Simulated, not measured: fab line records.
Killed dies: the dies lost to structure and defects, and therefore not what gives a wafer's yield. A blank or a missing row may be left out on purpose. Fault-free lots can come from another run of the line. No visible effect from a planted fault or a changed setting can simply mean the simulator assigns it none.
Which tool was responsible?	flow sky130	Sampling: 12 lots, 36 wafers, 5 of 708 route steps

WHAT THE GAUGES READ, wafer by wafer
SKY_VIA3_CD_MEAS_12 targets a cd of 200 nm.
lot	measured	on	cd-nm (nm)
L517	day 39 21:52	cd-sem-02	201.9 200.7 201.5
L519	day 40 14:29	cd-sem-01	200.0 200.9 199.5
L520	day 40 14:52	cd-sem-02	202.7 200.7 200.0
L521	day 40 21:44	cd-sem-02	200.1 199.1 197.8
L522	day 41 10:46	cd-sem-02	201.0 199.3 199.7
L523	day 41 19:46	cd-sem-01	198.3 199.0 197.7
L526	day 42 11:56	cd-sem-01	198.6 200.3 198.5
L528	day 43 00:30	cd-sem-02	200.3 200.3 199.3
L529	day 43 04:39	cd-sem-01	193.9 193.6 194.4
L531	day 43 23:56	cd-sem-01	195.6 195.7 195.3
L533	day 44 07:46	cd-sem-01	192.9 194.6 193.6
L539	day 46 02:11	cd-sem-02	198.9 197.6 198.6

SKY_VIA3_OVL_MEAS_13.
lot	measured	on	VIA3_OVL (nm)
L517	day 39 21:59	overlay-01	-7 -7 -1
L519	day 40 14:35	overlay-02	-9 1 1
L520	day 40 14:56	overlay-01	0 -1 0
L521	day 40 21:49	overlay-01	-2 -1 -2
L522	day 41 10:53	overlay-02	-6 -4 -2
L523	day 41 19:52	overlay-02	6 5 8
L526	day 42 12:03	overlay-01	3 -6 -6
L528	day 43 00:37	overlay-01	-13 -11 -8
L529	day 43 04:46	overlay-01	0 2 3
L531	day 44 00:03	overlay-01	0 -2 -5
L533	day 44 07:52	overlay-02	-1 -3 -9
L539	day 46 02:17	overlay-02	1 -12 -3

EACH LOT AND THE TOOL THAT RAN IT (in order: tool; ch and the chambers of the sampled wafers; start)
lot	SKY_METAL3_SPUTTER_01	SKY_METAL3_SPUTTER_04	SKY_VIA3_DEVELOP_11
L517	pvd-sputter-02, day 36 15:33	pvd-sputter-02, day 36 15:38	litho-track-04 ch 0, day 39 21:00
L519	pvd-sputter-02, day 37 07:37	pvd-sputter-02, day 37 07:42	litho-track-04 ch 0, day 40 14:00
L520	pvd-sputter-04, day 37 09:07	pvd-sputter-04, day 37 09:12	litho-track-04 ch 0, day 40 14:00
L521	pvd-sputter-04, day 37 16:19	pvd-sputter-04, day 37 16:24	litho-track-03 ch 0, day 40 21:00
L522	pvd-sputter-04, day 38 05:50	pvd-sputter-04, day 38 05:55	litho-track-04 ch 0, day 41 10:00
L523	pvd-sputter-02, day 38 15:40	pvd-sputter-02, day 38 15:45	litho-track-03 ch 0, day 41 19:00
L526	pvd-sputter-02, day 39 09:08	pvd-sputter-02, day 39 09:13	litho-track-03 ch 0, day 42 11:00
L528	pvd-sputter-02, day 39 21:56	pvd-sputter-02, day 39 22:01	litho-track-03 ch 0, day 43 00:00
L529	pvd-sputter-04, day 40 03:56	pvd-sputter-04, day 40 04:01	litho-track-03 ch 0, day 43 04:00
L531	pvd-sputter-04, day 41 00:08	pvd-sputter-04, day 41 00:14	litho-track-03 ch 0, day 43 23:00
L533	pvd-sputter-03, day 41 08:04	pvd-sputter-03, day 41 08:09	litho-track-03 ch 0, day 44 07:00
L539	pvd-sputter-04, day 43 06:05	pvd-sputter-04, day 43 06:10	litho-track-04 ch 0, day 46 02:00
- SKY_METAL3_SPUTTER_01: material TiN, target thk 20 nm, time 16.7 s.
- SKY_METAL3_SPUTTER_04: material TiN, target thk 70 nm, time 58.3 s.
- SKY_VIA3_DEVELOP_11: develop time 60 s.

AS READ BY THE TOOLS THEMSELVES (means over the sampled wafers that have a number; for cases with no such wafer, the mark the record gives instead)
SKY_METAL3_SPUTTER_01.
lot	tool	throttle-valve-pct (%)
L517	pvd-sputter-02	30.8
L519	pvd-sputter-02	31.8
L520	pvd-sputter-04	28.9
L521	pvd-sputter-04	28.9
L522	pvd-sputter-04	28.8
L523	pvd-sputter-02	30.6
L526	pvd-sputter-02	29.0
L528	pvd-sputter-02	30.7
L529	pvd-sputter-04	30.0
L531	pvd-sputter-04	29.7
L533	pvd-sputter-03	29.4
L539	pvd-sputter-04	30.4

SKY_METAL3_SPUTTER_04.
lot	tool	throttle-valve-pct (%)
L517	pvd-sputter-02	30.9
L519	pvd-sputter-02	31.9
L520	pvd-sputter-04	28.8
L521	pvd-sputter-04	28.8
L522	pvd-sputter-04	29.0
L523	pvd-sputter-02	30.6
L526	pvd-sputter-02	28.9
L528	pvd-sputter-02	30.7
L529	pvd-sputter-04	29.8
L531	pvd-sputter-04	29.8
L533	pvd-sputter-03	29.4
L539	pvd-sputter-04	30.2

THE ANSWER, worked out from the rows above alone
Rule: usual is defined by the lots themselves. The widest of any qualifying gaps counts: lots, ordered by their means at a reading, are off when they make up no more than a third of the lots, leave a main group of 4 or more, and stand apart from it by 3 or more times the standard deviation of that group's means. The tables above print the reading to a certain number of digits; a main group whose means all agree to those digits is not used. Also off: a lot with no number at a reading for which 4 or more lots have one. The other lots that the step has rows for count as sound. First the gauges in route order, then the tools' own readings, where a lot's mean is used as printed above. At the first step where some lot is off, the reading lying furthest off is the one used; lots without a number count as furthest.
No lot is off at any reading shown: from this, nothing can be told.

WHAT HAD BEEN PUT IN BY THE SIMULATOR
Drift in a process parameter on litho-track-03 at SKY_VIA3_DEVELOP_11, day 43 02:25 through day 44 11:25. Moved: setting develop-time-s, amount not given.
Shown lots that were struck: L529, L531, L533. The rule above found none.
